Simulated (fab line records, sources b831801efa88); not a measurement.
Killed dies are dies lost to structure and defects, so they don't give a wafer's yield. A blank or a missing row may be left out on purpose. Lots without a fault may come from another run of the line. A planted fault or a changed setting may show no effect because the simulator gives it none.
A struck lot beside a sound one | flow gf180mcu | 28 steps out of a route of 602
Sound: wafers L558.1, L558.5, L558.6. Struck: wafers L560.3, L560.4, L560.5. The cause comes at the end.
At each step with rows: each side's tool, then ch and its chambers, then its first start. Under that, the readings that differ: sound wafers | struck wafers | difference of the means | sigmas: that difference in standard deviations of wafers without a fault.
alike: readings whose means differ by less than 2 such deviations, and words and numbers that are the same on both sides. not compared: withheld readings, readings that some wafer has no value for, bounds like >300 that may hide the same value, and numbers for which the record gives no deviation and whose values overlap.
The two part at a step that has a row with sigmas, a row that says differs or no value, or rows on one side only. Numbers that don't overlap but have no deviation are shown without sigmas and don't part them. A reading that every wafer of one side lacks parts them only if that side has two wafers or more.

first, 1 step without rows for these wafers: GF_V5_ETCH_17 (etches SiO2 in C4F8/O2/Ar, stops on TiN, target depth 855 nm).
GF_V5_STRIP_18: strips in O2/N2.
  sound on plasma_asher-03 ch 0,1, day 28 00:42; struck on plasma_asher-01 ch 0,1, day 28 13:29
  alike: drypump_motor_current_A, heater_power_w, oes_product_au
  not compared: rf_hours_counter_h
then, 2 steps without rows for these wafers: GF_V5_STRIP_19 (strips in post etch residue remover, time 1200 s); GF_V5_CLEAN_20 (cleans in DIW).
GF_V5_SPUTTER_21: material Ti, target thk 15 nm, time 80.02 s.
  sound on pvd_sputter-04, day 28 01:17; struck on pvd_sputter-04, day 28 14:01
  alike: cathode_dc_power_W, chamber_pressure_pa, throttle_valve_pct
then, 1 step without rows for these wafers: GF_V5_SPUTTER_22 (material TiN, target thk 10 nm, time 40 s).
GF_V5_CVD_23: deposits W, target thk 350 nm, time 104.9 s.
  sound on cvd_w-02 ch 0,1, day 28 01:23; struck on cvd_w-02 ch 0,1, day 28 14:09
  alike: heater_power_w
GF_V5_RS_MEAS_24: measures by four-point-probe.
  sound on film_metro-01, day 28 01:29; struck on film_metro-01, day 28 14:16
  alike: V5_W_RS
GF_V5_THK_MEAS_25: measures by xrf.
  sound on film_metro-01, day 28 01:37; struck on film_metro-01, day 28 14:22
  alike: V5_W_THK
then, 2 steps without rows for these wafers: GF_V5_CMP_26 (polishes, stops on SiO2, t overpolish 15 s, target thk 0 nm); GF_TOP_METAL_SPUTTER_00 (material Ti, target thk 37.5 nm, time 150 s).
GF_TOP_METAL_SPUTTER_01: material TiN, target thk 30 nm, time 25 s.
  sound on pvd_sputter-02, day 28 02:04; struck on pvd_sputter-02, day 28 14:49
  alike: cathode_dc_power_W, chamber_pressure_pa, throttle_valve_pct
GF_TOP_METAL_SPUTTER_02: material AlCu, target thk 900 nm, time 47.82 s.
  sound on pvd_sputter-02, day 28 02:06; struck on pvd_sputter-02, day 28 14:50
  no value came back on the struck wafers for cathode_dc_power_W (W), chamber_pressure_pa (Pa), throttle_valve_pct (%); on the sound wafers cathode_dc_power_W (W) reads 10600 10598 10595
then, 1 step without rows for these wafers: GF_TOP_METAL_SPUTTER_03 (material Ti, target thk 5 nm, time 3.3 s).
GF_TOP_METAL_SPUTTER_04: material TiN, target thk 25 nm, time 20.8 s.
  sound on pvd_sputter-02, day 28 02:10; struck on pvd_sputter-02, day 28 14:54
  alike: cathode_dc_power_W, chamber_pressure_pa, throttle_valve_pct
GF_TOP_METAL_RS_MEAS_05: measures by four-point-probe.
  sound on film_metro-04, day 28 02:11; struck on film_metro-02, day 28 14:58
  reading                    | sound                | struck               | difference | sigmas
  TOP_METAL_ALCU_RS (ohm/sq) | 0.0323 0.0320 0.0326 | 9.6055 9.5926 9.6225 | +9.5746    | +99 or more
GF_TOP_METAL_THK_MEAS_06: measures by xrf.
  sound on film_metro-04, day 28 02:19; struck on film_metro-02, day 28 15:04
  reading                 | sound       | struck   | difference | sigmas
  TOP_METAL_ALCU_THK (nm) | 890 903 886 | <0 <0 <0 | differs    |
then, 7 steps without rows for these wafers: GF_TOP_METAL_DEHYDRATE_07 (time 60 s); GF_TOP_METAL_HMDS_08 (prime time 60 s); GF_TOP_METAL_COAT_09 (resist thk 1500 nm); GF_TOP_METAL_SOFTBAKE_10 (time 60 s); GF_TOP_METAL_EXPOSE_11 (exposes mask MetalTop, target cd 440 nm); GF_TOP_METAL_PEB_12; GF_TOP_METAL_DEVELOP_13 (develop time 60 s).
GF_TOP_METAL_CD_MEAS_14: target cd 440 nm.
  sound on cd_sem-02, day 28 21:32; struck on cd_sem-01, day 29 09:56
  alike: cd_nm
GF_TOP_METAL_OVL_MEAS_15:
  sound on overlay-02, day 28 21:40; struck on overlay-02, day 29 10:01
  alike: TOP_METAL_OVL
GF_TOP_METAL_METAL_ETCH_16: etches the open film in Cl2/BCl3, stops on SiO2, target depth 1077.5 nm, time 179.6 s.
  sound on rie_metal-04 ch 0,1, day 28 21:42; struck on rie_metal-04 ch 0,1, day 29 10:07
  reading               | sound             | struck            | difference | sigmas
  oes_product_au (a.u.) | 0.978 0.976 0.971 | 0.997 0.988 0.983 | +0.014     | +2
  alike: drypump_motor_current_A, rf_fwd_power_W, throttle_valve_pct
  not compared: rf_hours_counter_h
then, 1 step without rows for these wafers: GF_TOP_METAL_STRIP_17 (strips in O2/N2).

WHERE THEY PART
First at GF_TOP_METAL_SPUTTER_02; last, within this record, at GF_TOP_METAL_METAL_ETCH_16.

WHY: what the simulator had put in
Skipped step whole: pvd_sputter-02, from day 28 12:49 on, at GF_TOP_METAL_SPUTTER_02. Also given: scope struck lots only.
